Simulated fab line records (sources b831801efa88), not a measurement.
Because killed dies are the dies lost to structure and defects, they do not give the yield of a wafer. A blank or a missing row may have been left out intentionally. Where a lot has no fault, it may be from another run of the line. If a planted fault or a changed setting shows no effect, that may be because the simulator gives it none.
Chamber matching :: flow sky130 :: 4 sister chambers for SKY_FIELD_ISO_ETCH_17 on rie_si-02
The step etches Si in HBr/Cl2/O2, target depth 342 nm, time 97.7 s. 29 wafers are shown with their chamber, then 12 later ones without.

== WAFERS WITH THEIR CHAMBER ==
wafer: L075.2
chamber: 1
drypump_motor_current_A (A): 6.0
he_backside_leak_sccm (sccm): 2.70
bias_w (W): 150.5

wafer: L075.3
chamber: 3
drypump_motor_current_A (A): 5.0
he_backside_leak_sccm (sccm): 2.69
bias_w (W): 149.3

wafer: L075.6
chamber: 0
drypump_motor_current_A (A): 5.8
he_backside_leak_sccm (sccm): 2.57
bias_w (W): 150.0

wafer: L076.2
chamber: 0
drypump_motor_current_A (A): 5.8
he_backside_leak_sccm (sccm): 2.71
bias_w (W): 149.7

wafer: L076.5
chamber: 1
drypump_motor_current_A (A): 6.0
he_backside_leak_sccm (sccm): 2.65
bias_w (W): 150.2

wafer: L079.1
chamber: 3
drypump_motor_current_A (A): 5.0
he_backside_leak_sccm (sccm): 2.46
bias_w (W): 149.9

wafer: L079.2
chamber: 1
drypump_motor_current_A (A): 6.0
he_backside_leak_sccm (sccm): 2.69
bias_w (W): 149.6

wafer: L079.6
chamber: 1
drypump_motor_current_A (A): 6.0
he_backside_leak_sccm (sccm): 2.76
bias_w (W): 150.6

wafer: L081.2
chamber: 0
drypump_motor_current_A (A): 5.7
he_backside_leak_sccm (sccm): 2.73
bias_w (W): 149.7

wafer: L081.3
chamber: 3
drypump_motor_current_A (A): 4.9
he_backside_leak_sccm (sccm): 2.75
bias_w (W): 150.0

wafer: L081.4
chamber: 3
drypump_motor_current_A (A): 4.9
he_backside_leak_sccm (sccm): 2.46
bias_w (W): 150.0

wafer: L083.1
chamber: 1
drypump_motor_current_A (A): 6.0
he_backside_leak_sccm (sccm): 2.67
bias_w (W): 150.2

wafer: L083.4
chamber: 1
drypump_motor_current_A (A): 6.0
he_backside_leak_sccm (sccm): 2.62
bias_w (W): 150.5

wafer: L083.6
chamber: 1
drypump_motor_current_A (A): 6.0
he_backside_leak_sccm (sccm): 2.69
bias_w (W): 150.4

wafer: L084.2
chamber: 3
drypump_motor_current_A (A): 4.9
he_backside_leak_sccm (sccm): 2.80
bias_w (W): 149.3

wafer: L084.4
chamber: 0
drypump_motor_current_A (A): 5.8
he_backside_leak_sccm (sccm): 2.74
bias_w (W): 150.8

wafer: L084.5
chamber: 1
drypump_motor_current_A (A): 6.0
he_backside_leak_sccm (sccm): 2.67
bias_w (W): 150.7

wafer: L087.1
chamber: 3
drypump_motor_current_A (A): 4.9
he_backside_leak_sccm (sccm): 2.71
bias_w (W): 149.4

wafer: L087.2
chamber: 0
drypump_motor_current_A (A): 5.7
he_backside_leak_sccm (sccm): 2.68
bias_w (W): 150.2

wafer: L087.5
chamber: 0
drypump_motor_current_A (A): 5.7
he_backside_leak_sccm (sccm): 2.78
bias_w (W): 150.5

wafer: L088.1
chamber: 0
drypump_motor_current_A (A): 5.7
he_backside_leak_sccm (sccm): 2.79
bias_w (W): 149.3

wafer: L088.3
chamber: 1
drypump_motor_current_A (A): 6.0
he_backside_leak_sccm (sccm): 2.77
bias_w (W): 149.8

wafer: L088.6
chamber: 3
drypump_motor_current_A (A): 5.0
he_backside_leak_sccm (sccm): 2.35
bias_w (W): 150.6

wafer: L090.1
chamber: 2
drypump_motor_current_A (A): 6.4
he_backside_leak_sccm (sccm): 2.53
bias_w (W): 150.4

wafer: L090.2
chamber: 1
drypump_motor_current_A (A): 6.0
he_backside_leak_sccm (sccm): 2.73
bias_w (W): 150.6

wafer: L090.6
chamber: 1
drypump_motor_current_A (A): 6.0
he_backside_leak_sccm (sccm): 3.29
bias_w (W): 150.8

wafer: L092.1
chamber: 3
drypump_motor_current_A (A): 5.0
he_backside_leak_sccm (sccm): 2.37
bias_w (W): 150.0

wafer: L092.5
chamber: 0
drypump_motor_current_A (A): 5.7
he_backside_leak_sccm (sccm): 2.79
bias_w (W): 149.9

wafer: L092.6
chamber: 3
drypump_motor_current_A (A): 5.0
he_backside_leak_sccm (sccm): 2.55
bias_w (W): 150.0

SIGNATURES (means of the wafers above)
reading: drypump_motor_current_A
chamber 0: 5.737
chamber 1: 6.000
chamber 2: 6.400
chamber 3: 4.956
scatter within a chamber: 0.0405

reading: he_backside_leak_sccm
chamber 0: 2.7237
chamber 1: 2.7491
chamber 2: 2.5300
chamber 3: 2.5711
scatter within a chamber: 0.156

reading: bias_w
chamber 0: 150.012
chamber 1: 150.355
chamber 2: 150.400
chamber 3: 149.833
scatter within a chamber: 0.423
Rule: distance of a wafer from a chamber = root of the sum over the readings of ((wafer's reading minus chamber's mean) / reading's scatter) squared. If the next closest chamber is less than 2 further off than the closest, the wafer can't be placed; otherwise it belongs to the closest. How the scatter is found: for the shown wafers, subtract from each reading the mean of its chamber, square and add these, divide the total by (wafers less chambers), then take the root.

== WAFERS WHOSE CHAMBER IS MISSING ==
wafer: L093.1
drypump_motor_current_A (A): 4.9
he_backside_leak_sccm (sccm): 2.61
bias_w (W): 149.8

wafer: L093.4
drypump_motor_current_A (A): 5.8
he_backside_leak_sccm (sccm): 2.66
bias_w (W): 149.7

wafer: L093.6
drypump_motor_current_A (A): 6.0
he_backside_leak_sccm (sccm): 2.68
bias_w (W): 150.4

wafer: L094.1
drypump_motor_current_A (A): 5.7
he_backside_leak_sccm (sccm): 2.72
bias_w (W): 149.2

wafer: L094.2
drypump_motor_current_A (A): 5.0
he_backside_leak_sccm (sccm): 2.52
bias_w (W): 150.3

wafer: L094.6
drypump_motor_current_A (A): 4.9
he_backside_leak_sccm (sccm): 2.49
bias_w (W): 149.3

wafer: L095.1
drypump_motor_current_A (A): 6.0
he_backside_leak_sccm (sccm): 2.66
bias_w (W): 150.1

wafer: L095.3
drypump_motor_current_A (A): 4.9
he_backside_leak_sccm (sccm): 2.41
bias_w (W): 149.9

wafer: L095.6
drypump_motor_current_A (A): 6.0
he_backside_leak_sccm (sccm): 2.62
bias_w (W): 150.5

wafer: L096.1
drypump_motor_current_A (A): 6.0
he_backside_leak_sccm (sccm): 2.68
bias_w (W): 150.6

wafer: L096.2
drypump_motor_current_A (A): 4.9
he_backside_leak_sccm (sccm): 2.42
bias_w (W): 149.6

wafer: L096.5
drypump_motor_current_A (A): 6.0
he_backside_leak_sccm (sccm): 2.69
bias_w (W): 150.2

== EACH ONE'S CHAMBER ==
wafer: L093.1
from the rows above: 3
in truth: 3

wafer: L093.4
from the rows above: 0
in truth: 0

wafer: L093.6
from the rows above: 1
in truth: 1

wafer: L094.1
from the rows above: 0
in truth: 0

wafer: L094.2
from the rows above: 3
in truth: 3

wafer: L094.6
from the rows above: 3
in truth: 3

wafer: L095.1
from the rows above: 1
in truth: 1

wafer: L095.3
from the rows above: 3
in truth: 3

wafer: L095.6
from the rows above: 1
in truth: 1

wafer: L096.1
from the rows above: 1
in truth: 1

wafer: L096.2
from the rows above: 3
in truth: 3

wafer: L096.5
from the rows above: 1
in truth: 1
Correct placement for 12 of the 12. From these rows, 0 cannot be placed. Placed wrongly: 0.
